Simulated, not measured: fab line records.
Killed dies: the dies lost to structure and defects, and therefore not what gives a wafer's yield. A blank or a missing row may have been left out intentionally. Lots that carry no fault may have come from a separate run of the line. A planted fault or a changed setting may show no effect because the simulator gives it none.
The tool behind it: which one?	flow sky130	12 lots, 36 wafers sampled, at 5 steps of a route of 708

WHAT EACH GAUGE READ, for each wafer
SKY_POLY_GATE_CD_MEAS_22. Usual: 149.6 nm for cd-nm, sd 2.
lot	measured	on	cd-nm (nm)	flag
L992	day 16 20:38	cd-sem-01	151.1 151.8 150.6	
L994	day 17 14:25	cd-sem-01	146.6 148.9 149.5	
L993	day 17 17:04	cd-sem-01	149.5 150.3 149.2	
L995	day 18 02:49	cd-sem-02	148.5 150.9 149.3	
L998	day 19 05:42	cd-sem-02	147.8 150.3 148.5	
L999	day 19 14:22	cd-sem-01	148.0 148.4 150.3	
L100	day 19 15:28	cd-sem-02	149.0 151.3 149.9	
L102	day 20 09:50	cd-sem-01	149.9 148.3 147.5	
L104	day 21 00:46	cd-sem-01	149.9 150.1 147.6	
L106	day 21 15:37	cd-sem-01	149.9 149.7 149.6	
L108	day 22 05:47	cd-sem-02	148.6 149.7 149.5	
L113	day 24 02:52	cd-sem-01	147.6 148.2 145.1	

SKY_LDD_HVP_OVL_MEAS_07. Usual: LDD_HVP_OVL -0.2 nm, standard deviation 1.4.
lot	measured	on	LDD_HVP_OVL (nm)	flag
L992	day 21 22:57	overlay-02	-0.5 -0.1 0.0	
L994	day 22 18:34	overlay-02	-1.7 -2.2 -0.1	
L993	day 22 22:19	overlay-01	-0.9 -0.9 0.9	
L995	day 23 08:03	overlay-01	1.3 0.9 1.2	
L998	day 24 08:47	overlay-02	-0.9 -0.8 -1.2	
L999	day 24 16:43	overlay-02	0.8 -1.3 -0.6	
L100	day 24 17:40	overlay-02	0.1 -0.8 -1.4	
L102	day 25 11:02	overlay-01	0.6 0.0 -0.6	
L104	day 26 02:18	overlay-02	3.5 0.4 2.7	
L106	day 26 15:34	overlay-02	-1.3 -1.2 0.7	
L108	day 27 04:47	overlay-01	-2.0 -3.0 -0.7	
L113	day 29 00:04	overlay-01	-1.0 -2.2 -2.2	

SKY_LDD_LDN_TW_MEAS_13. Usual: LDD_LDN_TW 1485, standard deviation 12.
lot	measured	on	LDD_LDN_TW	flag
L992	day 23 05:37	film-metro-04	1497 1507 1496	
L994	day 24 01:31	film-metro-01	1475 1478 1479	
L993	day 24 05:22	film-metro-01	1477 1474 1469	
L995	day 24 14:53	film-metro-02	1486 1493 1490	
L998	day 25 14:53	film-metro-04	1510 1512 1510	
L999	day 25 22:47	film-metro-02	1487 1490 1485	
L100	day 26 00:04	film-metro-02	1474 1492 1486	
L102	day 26 16:18	film-metro-02	1490 1487 1480	
L104	day 27 08:25	film-metro-02	1481 1483 1482	
L106	day 27 22:10	film-metro-04	1441 1441 1447	OFF
L108	day 28 09:59	film-metro-01	1428 1424 1426	OFF
L113	day 30 05:24	film-metro-02	1499 1495 1487	

WHAT TOOL EACH LOT RAN ON (gives the tool, then ch and the chambers of the sampled wafers, and finally the start)
lot	SKY_LDD_P_STRIP_10	SKY_LDD_LDN_IMPLANT_10
L992	plasma-asher-01 ch 0,1, day 19 10:06	implanter-01 ch 0, day 23 05:13
L994	plasma-asher-04 ch 0,1, day 20 05:40	implanter-01 ch 0, day 24 01:07
L993	plasma-asher-04 ch 0,1, day 20 09:18	implanter-01 ch 0, day 24 05:00
L995	plasma-asher-01 ch 1, day 20 19:26	implanter-01 ch 0, day 24 14:29
L998	plasma-asher-04 ch 0,1, day 21 20:56	implanter-02 ch 0, day 25 14:32
L999	plasma-asher-04 ch 0,1, day 22 04:36	implanter-02 ch 0, day 25 22:23
L100	plasma-asher-01 ch 1, day 22 05:19	implanter-02 ch 0, day 25 23:41
L102	plasma-asher-01 ch 0,1, day 22 23:46	implanter-04 ch 0, day 26 15:56
L104	plasma-asher-03 ch 0,1, day 23 15:42	implanter-02 ch 0, day 27 08:01
L106	plasma-asher-03 ch 0,1, day 24 05:18	implanter-02 ch 0, day 27 21:48
L108	plasma-asher-01 ch 0,1, day 24 18:41	implanter-02 ch 0, day 28 09:37
L113	plasma-asher-03 ch 0,1, day 26 14:39	implanter-04 ch 0, day 30 05:00
- SKY_LDD_P_STRIP_10: strips in O2/N2.
- SKY_LDD_LDN_IMPLANT_10

WHAT THE TOOLS THEMSELVES READ (means of the sampled wafers that have a number; where no wafer has one, the mark that the record gives instead)
SKY_LDD_P_STRIP_10. Usual: drypump-motor-current-A 5.5 A, standard deviation 0.64; oes-product-au 0.715 a.u., standard deviation 0.0044; strip-time-to-endpoint-s 14.18 s, standard deviation 0.04.
lot	tool	drypump-motor-current-A (A)	oes-product-au (a.u.)	strip-time-to-endpoint-s (s)	flag
L992	plasma-asher-01	5.1	0.721	14.18	
L994	plasma-asher-04	6.2	0.711	14.19	
L993	plasma-asher-04	6.2	0.715	14.20	
L995	plasma-asher-01	5.2	0.713	14.19	
L998	plasma-asher-04	6.2	0.716	14.13	
L999	plasma-asher-04	6.2	0.718	14.20	
L100	plasma-asher-01	5.2	0.716	14.20	
L102	plasma-asher-01	5.0	0.714	14.14	
L104	plasma-asher-03	5.6	0.715	14.22	
L106	plasma-asher-03	5.8	0.720	14.20	
L108	plasma-asher-01	5.1	0.723	14.17	
L113	plasma-asher-03	5.6	0.715	14.20	

SKY_LDD_LDN_IMPLANT_10. Usual: dose-ions-cm2 1.2502e+13, standard deviation 1.5e+10; faraday-current-uA 70.7, standard deviation 1.4.
lot	tool	dose-ions-cm2	faraday-current-uA	flag
L992	implanter-01	1.2491e+13	70.6	
L994	implanter-01	1.2513e+13	70.5	
L993	implanter-01	1.2506e+13	70.4	
L995	implanter-01	1.2493e+13	70.2	
L998	implanter-02	1.2510e+13	69.9	
L999	implanter-02	1.2499e+13	69.9	
L100	implanter-02	1.2509e+13	70.8	
L102	implanter-04	1.2507e+13	71.6	
L104	implanter-02	1.2503e+13	70.7	
L106	implanter-02	6.9317e+12	39.0	OFF
L108	implanter-02	6.9643e+12	39.5	OFF
L113	implanter-04	1.2524e+13	70.3	

THE ANSWER, worked out from the rows above alone
Rule: take the mean of a lot's wafers that have a number; if it is more than 3 standard deviations from the usual mean, the lot is off. Also off: a lot with no number at a reading for which 4 or more lots have one. Where the step has rows for the other lots, those lots are counted as sound. Order of review: gauges by route order, followed by the tools' own readings, for which a lot's mean as printed above is used. The first step at which some lot is off is used, and at that step the reading that is off furthest; a lot without a number counts as furthest.
Off: at SKY_LDD_LDN_TW_MEAS_13 (LDD_LDN_TW), L106, L108.
A tool fits if, at a process step before that reading, it ran every lot that is off, and no sound lot after the first of them. The gauges at SKY_LDD_LDN_TW_MEAS_13 aren't tried: what is off there is off at SKY_LDD_LDN_IMPLANT_10 too, on other tools, and a gauge's error can't cause that. One fits: SKY_LDD_LDN_IMPLANT_10 on implanter-02. Its last sound lot is L104 (day 27 08:01), its first lot that is off L106 (day 27 21:48): a fault that began between those two fits.
The tool's own readings at SKY_LDD_LDN_IMPLANT_10 bear it out: on the lots that are off they differ by more than 5 times the standard deviation of the sound lots' means. dose-ions-cm2 reads 6.9480e+12 there against 1.2506e+13 on the sound lots; faraday-current-uA reads 39.2 there against 70.5 on the sound lots.

WHAT THE SIMULATOR HAD INSERTED
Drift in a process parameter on implanter-02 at SKY_LDD_LDN_IMPLANT_10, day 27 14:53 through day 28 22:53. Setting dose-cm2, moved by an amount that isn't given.
Shown lots that were struck: L106, L108. The rule above reached the same finding.
